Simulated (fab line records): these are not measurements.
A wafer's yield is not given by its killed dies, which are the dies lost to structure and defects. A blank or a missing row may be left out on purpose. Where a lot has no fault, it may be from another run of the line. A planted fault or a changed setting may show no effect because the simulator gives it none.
The tool behind it: which one? || flow gf180mcu || 72 wafers from 24 lots sampled at 6 of the route's 602 steps

WHAT THE GAUGES SHOWED, per wafer
GF_V4_THK_MEAS_01. Usual: V4_CVD_00_THK 603 nm, standard deviation 6.9.
{"lot": "L074", "measured": "day 22 16:04", "on": "film-metro-04", "V4_CVD_00_THK (nm)": "605 600 601", "flag": ""}
{"lot": "L075", "measured": "day 23 01:36", "on": "film-metro-03", "V4_CVD_00_THK (nm)": "619 612 616", "flag": ""}
{"lot": "L077", "measured": "day 24 06:01", "on": "film-metro-03", "V4_CVD_00_THK (nm)": "601 601 598", "flag": ""}
{"lot": "L076", "measured": "day 24 07:40", "on": "film-metro-04", "V4_CVD_00_THK (nm)": "612 596 607", "flag": ""}
{"lot": "L078", "measured": "day 24 15:49", "on": "film-metro-04", "V4_CVD_00_THK (nm)": "599 602 598", "flag": ""}
{"lot": "L079", "measured": "day 25 00:02", "on": "film-metro-02", "V4_CVD_00_THK (nm)": "609 615 614", "flag": ""}
{"lot": "L080", "measured": "day 25 05:41", "on": "film-metro-02", "V4_CVD_00_THK (nm)": "614 608 613", "flag": ""}
{"lot": "L081", "measured": "day 25 22:48", "on": "film-metro-04", "V4_CVD_00_THK (nm)": "615 599 606", "flag": ""}
{"lot": "L082", "measured": "day 26 01:28", "on": "film-metro-04", "V4_CVD_00_THK (nm)": "598 604 599", "flag": ""}
{"lot": "L083", "measured": "day 26 03:09", "on": "film-metro-02", "V4_CVD_00_THK (nm)": "599 593 603", "flag": ""}
{"lot": "L084", "measured": "day 26 05:24", "on": "film-metro-03", "V4_CVD_00_THK (nm)": "605 592 600", "flag": ""}
{"lot": "L085", "measured": "day 26 12:56", "on": "film-metro-04", "V4_CVD_00_THK (nm)": "592 591 598", "flag": ""}
{"lot": "L086", "measured": "day 27 00:26", "on": "film-metro-04", "V4_CVD_00_THK (nm)": "613 600 598", "flag": ""}
{"lot": "L087", "measured": "day 27 15:04", "on": "film-metro-04", "V4_CVD_00_THK (nm)": "604 601 594", "flag": ""}
{"lot": "L088", "measured": "day 27 16:35", "on": "film-metro-02", "V4_CVD_00_THK (nm)": "614 607 610", "flag": ""}
{"lot": "L089", "measured": "day 28 04:20", "on": "film-metro-02", "V4_CVD_00_THK (nm)": "599 603 597", "flag": ""}
{"lot": "L090", "measured": "day 28 07:17", "on": "film-metro-03", "V4_CVD_00_THK (nm)": "600 604 600", "flag": ""}
{"lot": "L091", "measured": "day 28 19:04", "on": "film-metro-02", "V4_CVD_00_THK (nm)": "588 591 597", "flag": ""}
{"lot": "L092", "measured": "day 28 22:16", "on": "film-metro-03", "V4_CVD_00_THK (nm)": "600 610 599", "flag": ""}
{"lot": "L093", "measured": "day 29 03:28", "on": "film-metro-03", "V4_CVD_00_THK (nm)": "602 603 601", "flag": ""}
{"lot": "L095", "measured": "day 29 16:02", "on": "film-metro-02", "V4_CVD_00_THK (nm)": "613 608 604", "flag": ""}
{"lot": "L094", "measured": "day 29 17:58", "on": "film-metro-03", "V4_CVD_00_THK (nm)": "590 600 591", "flag": ""}
{"lot": "L096", "measured": "day 29 23:47", "on": "film-metro-04", "V4_CVD_00_THK (nm)": "615 602 608", "flag": ""}
{"lot": "L097", "measured": "day 30 06:52", "on": "film-metro-04", "V4_CVD_00_THK (nm)": "606 598 605", "flag": ""}

GF_TOP_METAL_THK_MEAS_06: measures by xrf. Usual: TOP_METAL_ALCU_THK 912 nm, standard deviation 11.
{"lot": "L074", "measured": "day 26 16:17", "on": "film-metro-04", "TOP_METAL_ALCU_THK (nm)": "912 911 920", "flag": ""}
{"lot": "L075", "measured": "day 27 00:20", "on": "film-metro-02", "TOP_METAL_ALCU_THK (nm)": "913 900 899", "flag": ""}
{"lot": "L077", "measured": "day 28 02:18", "on": "film-metro-04", "TOP_METAL_ALCU_THK (nm)": "901 908 902", "flag": ""}
{"lot": "L076", "measured": "day 28 04:14", "on": "film-metro-01", "TOP_METAL_ALCU_THK (nm)": "913 917 913", "flag": ""}
{"lot": "L078", "measured": "day 28 11:14", "on": "film-metro-04", "TOP_METAL_ALCU_THK (nm)": "906 897 891", "flag": ""}
{"lot": "L079", "measured": "day 28 19:25", "on": "film-metro-02", "TOP_METAL_ALCU_THK (nm)": "909 909 919", "flag": ""}
{"lot": "L080", "measured": "day 28 21:41", "on": "film-metro-04", "TOP_METAL_ALCU_THK (nm)": "908 891 896", "flag": ""}
{"lot": "L081", "measured": "day 29 11:39", "on": "film-metro-01", "TOP_METAL_ALCU_THK (nm)": "942 938 938", "flag": ""}
{"lot": "L082", "measured": "day 29 14:49", "on": "film-metro-02", "TOP_METAL_ALCU_THK (nm)": "914 911 904", "flag": ""}
{"lot": "L083", "measured": "day 29 17:16", "on": "film-metro-01", "TOP_METAL_ALCU_THK (nm)": "920 919 915", "flag": ""}
{"lot": "L084", "measured": "day 29 20:39", "on": "film-metro-04", "TOP_METAL_ALCU_THK (nm)": "904 902 901", "flag": ""}
{"lot": "L085", "measured": "day 30 01:41", "on": "film-metro-04", "TOP_METAL_ALCU_THK (nm)": "912 912 915", "flag": ""}
{"lot": "L086", "measured": "day 30 10:39", "on": "film-metro-04", "TOP_METAL_ALCU_THK (nm)": "921 931 907", "flag": ""}
{"lot": "L087", "measured": "day 30 23:48", "on": "film-metro-02", "TOP_METAL_ALCU_THK (nm)": "913 909 917", "flag": ""}
{"lot": "L088", "measured": "day 31 00:07", "on": "film-metro-01", "TOP_METAL_ALCU_THK (nm)": "910 923 926", "flag": ""}
{"lot": "L089", "measured": "day 31 10:44", "on": "film-metro-01", "TOP_METAL_ALCU_THK (nm)": "919 917 918", "flag": ""}
{"lot": "L090", "measured": "day 31 14:25", "on": "film-metro-01", "TOP_METAL_ALCU_THK (nm)": "903 918 897", "flag": ""}
{"lot": "L091", "measured": "day 31 23:12", "on": "film-metro-01", "TOP_METAL_ALCU_THK (nm)": "911 919 903", "flag": ""}
{"lot": "L092", "measured": "day 32 02:26", "on": "film-metro-01", "TOP_METAL_ALCU_THK (nm)": "903 899 913", "flag": ""}
{"lot": "L093", "measured": "day 32 08:53", "on": "film-metro-02", "TOP_METAL_ALCU_THK (nm)": "898 905 910", "flag": ""}
{"lot": "L095", "measured": "day 32 17:40", "on": "film-metro-01", "TOP_METAL_ALCU_THK (nm)": "905 900 897", "flag": ""}
{"lot": "L094", "measured": "day 32 20:25", "on": "film-metro-01", "TOP_METAL_ALCU_THK (nm)": "929 929 928", "flag": ""}
{"lot": "L096", "measured": "day 33 03:26", "on": "film-metro-02", "TOP_METAL_ALCU_THK (nm)": "926 913 908", "flag": ""}
{"lot": "L097", "measured": "day 33 07:39", "on": "film-metro-01", "TOP_METAL_ALCU_THK (nm)": "930 917 938", "flag": ""}

WHAT TOOL EACH LOT RAN ON (gives the tool, then ch and the chambers of the sampled wafers, and finally the start)
{"lot": "L074", "GF_M3_SPUTTER_01": "pvd-sputter-04, day 19 14:15", "GF_V3_CVD_23": "cvd-w-01 ch 0,1, day 21 14:04", "GF_M4_SPUTTER_03": "pvd-sputter-02, day 21 14:49", "GF_MIM_METAL_ETCH_19": "rie-metal-02 ch 0,1, day 24 16:36"}
{"lot": "L075", "GF_M3_SPUTTER_01": "pvd-sputter-01, day 19 20:53", "GF_V3_CVD_23": "cvd-w-01 ch 0,1, day 22 00:13", "GF_M4_SPUTTER_03": "pvd-sputter-03, day 22 00:59", "GF_MIM_METAL_ETCH_19": "rie-metal-03 ch 0,1, day 25 00:32"}
{"lot": "L077", "GF_M3_SPUTTER_01": "pvd-sputter-04, day 21 02:05", "GF_V3_CVD_23": "cvd-w-01 ch 0,1, day 23 05:21", "GF_M4_SPUTTER_03": "pvd-sputter-03, day 23 06:07", "GF_MIM_METAL_ETCH_19": "rie-metal-04 ch 0, day 26 03:53"}
{"lot": "L076", "GF_M3_SPUTTER_01": "pvd-sputter-01, day 21 04:34", "GF_V3_CVD_23": "cvd-w-02 ch 1, day 23 07:05", "GF_M4_SPUTTER_03": "pvd-sputter-03, day 23 07:55", "GF_MIM_METAL_ETCH_19": "rie-metal-03 ch 0,1, day 26 06:14"}
{"lot": "L078", "GF_M3_SPUTTER_01": "pvd-sputter-04, day 21 13:08", "GF_V3_CVD_23": "cvd-w-01 ch 0, day 23 15:20", "GF_M4_SPUTTER_03": "pvd-sputter-04, day 23 16:05", "GF_MIM_METAL_ETCH_19": "rie-metal-02 ch 0,1, day 26 13:44"}
{"lot": "L079", "GF_M3_SPUTTER_01": "pvd-sputter-01, day 21 21:48", "GF_V3_CVD_23": "cvd-w-02 ch 0,1, day 23 23:17", "GF_M4_SPUTTER_03": "pvd-sputter-04, day 24 00:02", "GF_MIM_METAL_ETCH_19": "rie-metal-03 ch 0,1, day 26 22:11"}
{"lot": "L080", "GF_M3_SPUTTER_01": "pvd-sputter-01, day 22 03:20", "GF_V3_CVD_23": "cvd-w-02 ch 0,1, day 24 05:18", "GF_M4_SPUTTER_03": "pvd-sputter-03, day 24 06:03", "GF_MIM_METAL_ETCH_19": "rie-metal-03 ch 0,1, day 27 02:32"}
{"lot": "L081", "GF_M3_SPUTTER_01": "pvd-sputter-03, day 22 21:43", "GF_V3_CVD_23": "cvd-w-01 ch 0,1, day 24 22:59", "GF_M4_SPUTTER_03": "pvd-sputter-04, day 24 23:44", "GF_MIM_METAL_ETCH_19": "rie-metal-04 ch 0,1, day 27 18:32"}
{"lot": "L082", "GF_M3_SPUTTER_01": "pvd-sputter-03, day 23 02:21", "GF_V3_CVD_23": "cvd-w-02 ch 0,1, day 25 02:17", "GF_M4_SPUTTER_03": "pvd-sputter-03, day 25 03:02", "GF_MIM_METAL_ETCH_19": "rie-metal-04 ch 0,1, day 27 21:38"}
{"lot": "L083", "GF_M3_SPUTTER_01": "pvd-sputter-04, day 23 03:01", "GF_V3_CVD_23": "cvd-w-02 ch 0,1, day 25 02:59", "GF_M4_SPUTTER_03": "pvd-sputter-02, day 25 03:44", "GF_MIM_METAL_ETCH_19": "rie-metal-03 ch 0,1, day 27 23:29"}
{"lot": "L084", "GF_M3_SPUTTER_01": "pvd-sputter-04, day 23 06:32", "GF_V3_CVD_23": "cvd-w-01 ch 0,1, day 25 06:11", "GF_M4_SPUTTER_03": "pvd-sputter-04, day 25 06:56", "GF_MIM_METAL_ETCH_19": "rie-metal-02 ch 0,1, day 28 01:11"}
{"lot": "L085", "GF_M3_SPUTTER_01": "pvd-sputter-03, day 23 13:54", "GF_V3_CVD_23": "cvd-w-02 ch 0, day 25 13:15", "GF_M4_SPUTTER_03": "pvd-sputter-02, day 25 14:00", "GF_MIM_METAL_ETCH_19": "rie-metal-04 ch 0,1, day 28 08:26"}
{"lot": "L086", "GF_M3_SPUTTER_01": "pvd-sputter-01, day 24 01:01", "GF_V3_CVD_23": "cvd-w-01 ch 0,1, day 26 01:12", "GF_M4_SPUTTER_03": "pvd-sputter-03, day 26 02:05", "GF_MIM_METAL_ETCH_19": "rie-metal-02 ch 0,1, day 28 18:56"}
{"lot": "L087", "GF_M3_SPUTTER_01": "pvd-sputter-03, day 24 19:32", "GF_V3_CVD_23": "cvd-w-01 ch 0,1, day 26 16:47", "GF_M4_SPUTTER_03": "pvd-sputter-04, day 26 17:32", "GF_MIM_METAL_ETCH_19": "rie-metal-02 ch 0,1, day 29 07:33"}
{"lot": "L088", "GF_M3_SPUTTER_01": "pvd-sputter-01, day 24 21:12", "GF_V3_CVD_23": "cvd-w-02 ch 1, day 26 18:21", "GF_M4_SPUTTER_03": "pvd-sputter-02, day 26 19:07", "GF_MIM_METAL_ETCH_19": "rie-metal-04 ch 0, day 29 08:54"}
{"lot": "L089", "GF_M3_SPUTTER_01": "pvd-sputter-04, day 25 07:50", "GF_V3_CVD_23": "cvd-w-01 ch 0,1, day 27 05:46", "GF_M4_SPUTTER_03": "pvd-sputter-02, day 27 06:31", "GF_MIM_METAL_ETCH_19": "rie-metal-04 ch 0,1, day 29 19:57"}
{"lot": "L090", "GF_M3_SPUTTER_01": "pvd-sputter-03, day 25 13:09", "GF_V3_CVD_23": "cvd-w-01 ch 0,1, day 27 09:49", "GF_M4_SPUTTER_03": "pvd-sputter-04, day 27 10:32", "GF_MIM_METAL_ETCH_19": "rie-metal-02 ch 0,1, day 29 23:20"}
{"lot": "L091", "GF_M3_SPUTTER_01": "pvd-sputter-04, day 26 01:43", "GF_V3_CVD_23": "cvd-w-01 ch 0,1, day 27 21:50", "GF_M4_SPUTTER_03": "pvd-sputter-04, day 27 22:34", "GF_MIM_METAL_ETCH_19": "rie-metal-03 ch 0,1, day 30 09:47"}
{"lot": "L092", "GF_M3_SPUTTER_01": "pvd-sputter-01, day 26 05:14", "GF_V3_CVD_23": "cvd-w-02 ch 0,1, day 28 01:03", "GF_M4_SPUTTER_03": "pvd-sputter-03, day 28 01:49", "GF_MIM_METAL_ETCH_19": "rie-metal-02 ch 0, day 30 13:14"}
{"lot": "L093", "GF_M3_SPUTTER_01": "pvd-sputter-04, day 26 12:49", "GF_V3_CVD_23": "cvd-w-02 ch 0,1, day 28 07:48", "GF_M4_SPUTTER_03": "pvd-sputter-03, day 28 08:34", "GF_MIM_METAL_ETCH_19": "rie-metal-02 ch 1, day 30 19:54"}
{"lot": "L095", "GF_M3_SPUTTER_01": "pvd-sputter-04, day 27 01:35", "GF_V3_CVD_23": "cvd-w-02 ch 0,1, day 28 19:37", "GF_M4_SPUTTER_03": "pvd-sputter-03, day 28 20:22", "GF_MIM_METAL_ETCH_19": "rie-metal-04 ch 0,1, day 31 05:59"}
{"lot": "L094", "GF_M3_SPUTTER_01": "pvd-sputter-03, day 27 03:13", "GF_V3_CVD_23": "cvd-w-02 ch 0,1, day 28 21:29", "GF_M4_SPUTTER_03": "pvd-sputter-04, day 28 22:14", "GF_MIM_METAL_ETCH_19": "rie-metal-03 ch 0,1, day 31 08:11"}
{"lot": "L096", "GF_M3_SPUTTER_01": "pvd-sputter-03, day 27 08:39", "GF_V3_CVD_23": "cvd-w-01 ch 0,1, day 29 03:04", "GF_M4_SPUTTER_03": "pvd-sputter-03, day 29 03:49", "GF_MIM_METAL_ETCH_19": "rie-metal-04 ch 0,1, day 31 15:08"}
{"lot": "L097", "GF_M3_SPUTTER_01": "pvd-sputter-01, day 27 19:49", "GF_V3_CVD_23": "cvd-w-02 ch 0,1, day 29 11:40", "GF_M4_SPUTTER_03": "pvd-sputter-04, day 29 12:25", "GF_MIM_METAL_ETCH_19": "rie-metal-03 ch 0, day 31 19:30"}
- GF_M3_SPUTTER_01: material TiN, target thk 30 nm, time 25 s.
- GF_V3_CVD_23: deposits W, target thk 350 nm, time 104.9 s.
- GF_M4_SPUTTER_03: material Ti, target thk 10 nm, time 6.7 s.
- GF_MIM_METAL_ETCH_19: etches the open film in Cl2/BCl3, stops on Si3N4, target depth 324.5 nm, time 54.1 s.

AS READ BY THE TOOLS THEMSELVES (means over the sampled wafers that have a number; for cases with no such wafer, the mark the record gives instead)
GF_M3_SPUTTER_01. Usual: throttle-valve-pct at 30.5 %, with a standard deviation of 0.74.
{"lot": "L074", "tool": "pvd-sputter-04", "throttle-valve-pct (%)": 30.0, "flag": ""}
{"lot": "L075", "tool": "pvd-sputter-01", "throttle-valve-pct (%)": 30.5, "flag": ""}
{"lot": "L077", "tool": "pvd-sputter-04", "throttle-valve-pct (%)": 30.4, "flag": ""}
{"lot": "L076", "tool": "pvd-sputter-01", "throttle-valve-pct (%)": 30.6, "flag": ""}
{"lot": "L078", "tool": "pvd-sputter-04", "throttle-valve-pct (%)": 29.4, "flag": ""}
{"lot": "L079", "tool": "pvd-sputter-01", "throttle-valve-pct (%)": 30.6, "flag": ""}
{"lot": "L080", "tool": "pvd-sputter-01", "throttle-valve-pct (%)": 30.2, "flag": ""}
{"lot": "L081", "tool": "pvd-sputter-03", "throttle-valve-pct (%)": 30.4, "flag": ""}
{"lot": "L082", "tool": "pvd-sputter-03", "throttle-valve-pct (%)": 30.7, "flag": ""}
{"lot": "L083", "tool": "pvd-sputter-04", "throttle-valve-pct (%)": 30.6, "flag": ""}
{"lot": "L084", "tool": "pvd-sputter-04", "throttle-valve-pct (%)": 30.6, "flag": ""}
{"lot": "L085", "tool": "pvd-sputter-03", "throttle-valve-pct (%)": 31.3, "flag": ""}
{"lot": "L086", "tool": "pvd-sputter-01", "throttle-valve-pct (%)": 30.2, "flag": ""}
{"lot": "L087", "tool": "pvd-sputter-03", "throttle-valve-pct (%)": 31.0, "flag": ""}
{"lot": "L088", "tool": "pvd-sputter-01", "throttle-valve-pct (%)": 31.0, "flag": ""}
{"lot": "L089", "tool": "pvd-sputter-04", "throttle-valve-pct (%)": 30.0, "flag": ""}
{"lot": "L090", "tool": "pvd-sputter-03", "throttle-valve-pct (%)": 30.5, "flag": ""}
{"lot": "L091", "tool": "pvd-sputter-04", "throttle-valve-pct (%)": 30.6, "flag": ""}
{"lot": "L092", "tool": "pvd-sputter-01", "throttle-valve-pct (%)": 31.1, "flag": ""}
{"lot": "L093", "tool": "pvd-sputter-04", "throttle-valve-pct (%)": 29.4, "flag": ""}
{"lot": "L095", "tool": "pvd-sputter-04", "throttle-valve-pct (%)": 30.7, "flag": ""}
{"lot": "L094", "tool": "pvd-sputter-03", "throttle-valve-pct (%)": 31.0, "flag": ""}
{"lot": "L096", "tool": "pvd-sputter-03", "throttle-valve-pct (%)": 30.5, "flag": ""}
{"lot": "L097", "tool": "pvd-sputter-01", "throttle-valve-pct (%)": 31.2, "flag": ""}

GF_V3_CVD_23. Usual: heater-power-w 824 W, standard deviation 78; susceptor-temp-C 399.99 C, standard deviation 0.23.
{"lot": "L074", "tool": "cvd-w-01", "heater-power-w (W)": 790, "susceptor-temp-C (C)": 400.04, "flag": ""}
{"lot": "L075", "tool": "cvd-w-01", "heater-power-w (W)": 779, "susceptor-temp-C (C)": 400.32, "flag": ""}
{"lot": "L077", "tool": "cvd-w-01", "heater-power-w (W)": 792, "susceptor-temp-C (C)": 399.97, "flag": ""}
{"lot": "L076", "tool": "cvd-w-02", "heater-power-w (W)": 807, "susceptor-temp-C (C)": 399.98, "flag": ""}
{"lot": "L078", "tool": "cvd-w-01", "heater-power-w (W)": 722, "susceptor-temp-C (C)": 399.84, "flag": ""}
{"lot": "L079", "tool": "cvd-w-02", "heater-power-w (W)": 819, "susceptor-temp-C (C)": 399.89, "flag": ""}
{"lot": "L080", "tool": "cvd-w-02", "heater-power-w (W)": 815, "susceptor-temp-C (C)": 400.00, "flag": ""}
{"lot": "L081", "tool": "cvd-w-01", "heater-power-w (W)": 858, "susceptor-temp-C (C)": 400.35, "flag": ""}
{"lot": "L082", "tool": "cvd-w-02", "heater-power-w (W)": 811, "susceptor-temp-C (C)": 399.93, "flag": ""}
{"lot": "L083", "tool": "cvd-w-02", "heater-power-w (W)": 818, "susceptor-temp-C (C)": 399.87, "flag": ""}
{"lot": "L084", "tool": "cvd-w-01", "heater-power-w (W)": 806, "susceptor-temp-C (C)": 400.23, "flag": ""}
{"lot": "L085", "tool": "cvd-w-02", "heater-power-w (W)": 828, "susceptor-temp-C (C)": 400.00, "flag": ""}
{"lot": "L086", "tool": "cvd-w-01", "heater-power-w (W)": 794, "susceptor-temp-C (C)": 399.80, "flag": ""}
{"lot": "L087", "tool": "cvd-w-01", "heater-power-w (W)": 866, "susceptor-temp-C (C)": 399.73, "flag": ""}
{"lot": "L088", "tool": "cvd-w-02", "heater-power-w (W)": 817, "susceptor-temp-C (C)": 400.05, "flag": ""}
{"lot": "L089", "tool": "cvd-w-01", "heater-power-w (W)": 868, "susceptor-temp-C (C)": 399.95, "flag": ""}
{"lot": "L090", "tool": "cvd-w-01", "heater-power-w (W)": 873, "susceptor-temp-C (C)": 399.99, "flag": ""}
{"lot": "L091", "tool": "cvd-w-01", "heater-power-w (W)": 866, "susceptor-temp-C (C)": 399.86, "flag": ""}
{"lot": "L092", "tool": "cvd-w-02", "heater-power-w (W)": 816, "susceptor-temp-C (C)": 399.92, "flag": ""}
{"lot": "L093", "tool": "cvd-w-02", "heater-power-w (W)": 820, "susceptor-temp-C (C)": 400.13, "flag": ""}
{"lot": "L095", "tool": "cvd-w-02", "heater-power-w (W)": 819, "susceptor-temp-C (C)": 400.01, "flag": ""}
{"lot": "L094", "tool": "cvd-w-02", "heater-power-w (W)": 808, "susceptor-temp-C (C)": 399.92, "flag": ""}
{"lot": "L096", "tool": "cvd-w-01", "heater-power-w (W)": 875, "susceptor-temp-C (C)": 399.97, "flag": ""}
{"lot": "L097", "tool": "cvd-w-02", "heater-power-w (W)": 815, "susceptor-temp-C (C)": 400.07, "flag": ""}

GF_M4_SPUTTER_03. Usual: throttle-valve-pct at 30.4 %, with a standard deviation of 0.89.
{"lot": "L074", "tool": "pvd-sputter-02", "throttle-valve-pct (%)": 29.9, "flag": ""}
{"lot": "L075", "tool": "pvd-sputter-03", "throttle-valve-pct (%)": 30.3, "flag": ""}
{"lot": "L077", "tool": "pvd-sputter-03", "throttle-valve-pct (%)": 31.2, "flag": ""}
{"lot": "L076", "tool": "pvd-sputter-03", "throttle-valve-pct (%)": 30.5, "flag": ""}
{"lot": "L078", "tool": "pvd-sputter-04", "throttle-valve-pct (%)": 29.2, "flag": ""}
{"lot": "L079", "tool": "pvd-sputter-04", "throttle-valve-pct (%)": 30.4, "flag": ""}
{"lot": "L080", "tool": "pvd-sputter-03", "throttle-valve-pct (%)": 31.3, "flag": ""}
{"lot": "L081", "tool": "pvd-sputter-04", "throttle-valve-pct (%)": 30.4, "flag": ""}
{"lot": "L082", "tool": "pvd-sputter-03", "throttle-valve-pct (%)": 31.1, "flag": ""}
{"lot": "L083", "tool": "pvd-sputter-02", "throttle-valve-pct (%)": 29.5, "flag": ""}
{"lot": "L084", "tool": "pvd-sputter-04", "throttle-valve-pct (%)": 30.2, "flag": ""}
{"lot": "L085", "tool": "pvd-sputter-02", "throttle-valve-pct (%)": 30.5, "flag": ""}
{"lot": "L086", "tool": "pvd-sputter-03", "throttle-valve-pct (%)": 30.8, "flag": ""}
{"lot": "L087", "tool": "pvd-sputter-04", "throttle-valve-pct (%)": 30.0, "flag": ""}
{"lot": "L088", "tool": "pvd-sputter-02", "throttle-valve-pct (%)": 29.5, "flag": ""}
{"lot": "L089", "tool": "pvd-sputter-02", "throttle-valve-pct (%)": 29.6, "flag": ""}
{"lot": "L090", "tool": "pvd-sputter-04", "throttle-valve-pct (%)": 30.4, "flag": ""}
{"lot": "L091", "tool": "pvd-sputter-04", "throttle-valve-pct (%)": 29.2, "flag": ""}
{"lot": "L092", "tool": "pvd-sputter-03", "throttle-valve-pct (%)": 30.7, "flag": ""}
{"lot": "L093", "tool": "pvd-sputter-03", "throttle-valve-pct (%)": 31.1, "flag": ""}
{"lot": "L095", "tool": "pvd-sputter-03", "throttle-valve-pct (%)": 30.8, "flag": ""}
{"lot": "L094", "tool": "pvd-sputter-04", "throttle-valve-pct (%)": 30.7, "flag": ""}
{"lot": "L096", "tool": "pvd-sputter-03", "throttle-valve-pct (%)": 31.2, "flag": ""}
{"lot": "L097", "tool": "pvd-sputter-04", "throttle-valve-pct (%)": 29.9, "flag": ""}

GF_MIM_METAL_ETCH_19. Usual: drypump-motor-current-A 6.01 A, standard deviation 0.25; oes-product-au 0.940 a.u., standard deviation 0.0063; throttle-valve-pct 28.285 %, standard deviation 0.01.
{"lot": "L074", "tool": "rie-metal-02", "drypump-motor-current-A (A)": 5.76, "oes-product-au (a.u.)": 0.939, "throttle-valve-pct (%)": 28.284, "flag": ""}
{"lot": "L075", "tool": "rie-metal-03", "drypump-motor-current-A (A)": 5.91, "oes-product-au (a.u.)": 0.942, "throttle-valve-pct (%)": 28.279, "flag": ""}
{"lot": "L077", "tool": "rie-metal-04", "drypump-motor-current-A (A)": 6.33, "oes-product-au (a.u.)": 0.941, "throttle-valve-pct (%)": 28.284, "flag": ""}
{"lot": "L076", "tool": "rie-metal-03", "drypump-motor-current-A (A)": 5.87, "oes-product-au (a.u.)": 0.937, "throttle-valve-pct (%)": 28.296, "flag": ""}
{"lot": "L078", "tool": "rie-metal-02", "drypump-motor-current-A (A)": 5.79, "oes-product-au (a.u.)": 0.942, "throttle-valve-pct (%)": 28.283, "flag": ""}
{"lot": "L079", "tool": "rie-metal-03", "drypump-motor-current-A (A)": 5.90, "oes-product-au (a.u.)": 0.934, "throttle-valve-pct (%)": 28.293, "flag": ""}
{"lot": "L080", "tool": "rie-metal-03", "drypump-motor-current-A (A)": 5.92, "oes-product-au (a.u.)": 0.946, "throttle-valve-pct (%)": 28.292, "flag": ""}
{"lot": "L081", "tool": "rie-metal-04", "drypump-motor-current-A (A)": 6.33, "oes-product-au (a.u.)": 0.946, "throttle-valve-pct (%)": 28.278, "flag": ""}
{"lot": "L082", "tool": "rie-metal-04", "drypump-motor-current-A (A)": 6.34, "oes-product-au (a.u.)": 0.936, "throttle-valve-pct (%)": 28.286, "flag": ""}
{"lot": "L083", "tool": "rie-metal-03", "drypump-motor-current-A (A)": 5.91, "oes-product-au (a.u.)": 0.935, "throttle-valve-pct (%)": 28.281, "flag": ""}
{"lot": "L084", "tool": "rie-metal-02", "drypump-motor-current-A (A)": 5.76, "oes-product-au (a.u.)": 0.932, "throttle-valve-pct (%)": 28.294, "flag": ""}
{"lot": "L085", "tool": "rie-metal-04", "drypump-motor-current-A (A)": 6.35, "oes-product-au (a.u.)": 0.941, "throttle-valve-pct (%)": 28.292, "flag": ""}
{"lot": "L086", "tool": "rie-metal-02", "drypump-motor-current-A (A)": 5.79, "oes-product-au (a.u.)": 0.943, "throttle-valve-pct (%)": 28.284, "flag": ""}
{"lot": "L087", "tool": "rie-metal-02", "drypump-motor-current-A (A)": 5.80, "oes-product-au (a.u.)": 0.935, "throttle-valve-pct (%)": 28.283, "flag": ""}
{"lot": "L088", "tool": "rie-metal-04", "drypump-motor-current-A (A)": 6.35, "oes-product-au (a.u.)": 0.942, "throttle-valve-pct (%)": 28.285, "flag": ""}
{"lot": "L089", "tool": "rie-metal-04", "drypump-motor-current-A (A)": 6.34, "oes-product-au (a.u.)": 0.942, "throttle-valve-pct (%)": 28.294, "flag": ""}
{"lot": "L090", "tool": "rie-metal-02", "drypump-motor-current-A (A)": 5.79, "oes-product-au (a.u.)": 0.939, "throttle-valve-pct (%)": 28.290, "flag": ""}
{"lot": "L091", "tool": "rie-metal-03", "drypump-motor-current-A (A)": 5.94, "oes-product-au (a.u.)": 0.935, "throttle-valve-pct (%)": 28.280, "flag": ""}
{"lot": "L092", "tool": "rie-metal-02", "drypump-motor-current-A (A)": 5.76, "oes-product-au (a.u.)": 0.945, "throttle-valve-pct (%)": 28.279, "flag": ""}
{"lot": "L093", "tool": "rie-metal-02", "drypump-motor-current-A (A)": 5.80, "oes-product-au (a.u.)": 0.939, "throttle-valve-pct (%)": 28.285, "flag": ""}
{"lot": "L095", "tool": "rie-metal-04", "drypump-motor-current-A (A)": 6.34, "oes-product-au (a.u.)": 0.945, "throttle-valve-pct (%)": 28.274, "flag": ""}
{"lot": "L094", "tool": "rie-metal-03", "drypump-motor-current-A (A)": 5.85, "oes-product-au (a.u.)": 0.937, "throttle-valve-pct (%)": 28.295, "flag": ""}
{"lot": "L096", "tool": "rie-metal-04", "drypump-motor-current-A (A)": 6.33, "oes-product-au (a.u.)": 0.940, "throttle-valve-pct (%)": 28.286, "flag": ""}
{"lot": "L097", "tool": "rie-metal-03", "drypump-motor-current-A (A)": 5.98, "oes-product-au (a.u.)": 0.935, "throttle-valve-pct (%)": 28.289, "flag": ""}

THE ANSWER, worked out from the rows above alone
Rule: take the mean of a lot's wafers that have a number; if it is more than 3 standard deviations from the usual mean, the lot is off. A lot without any number at a reading at which 4 lots or more have one is off too. Where the step has rows for the other lots, those lots are counted as sound. Order of review: gauges by route order, followed by the tools' own readings, for which a lot's mean as printed above is used. At the first step where some lot is off, the reading lying furthest off is the one used; lots without a number count as furthest.
Nothing can be told from this: no lot is off at any reading shown.

WHAT THE SIMULATOR HAD PUT IN
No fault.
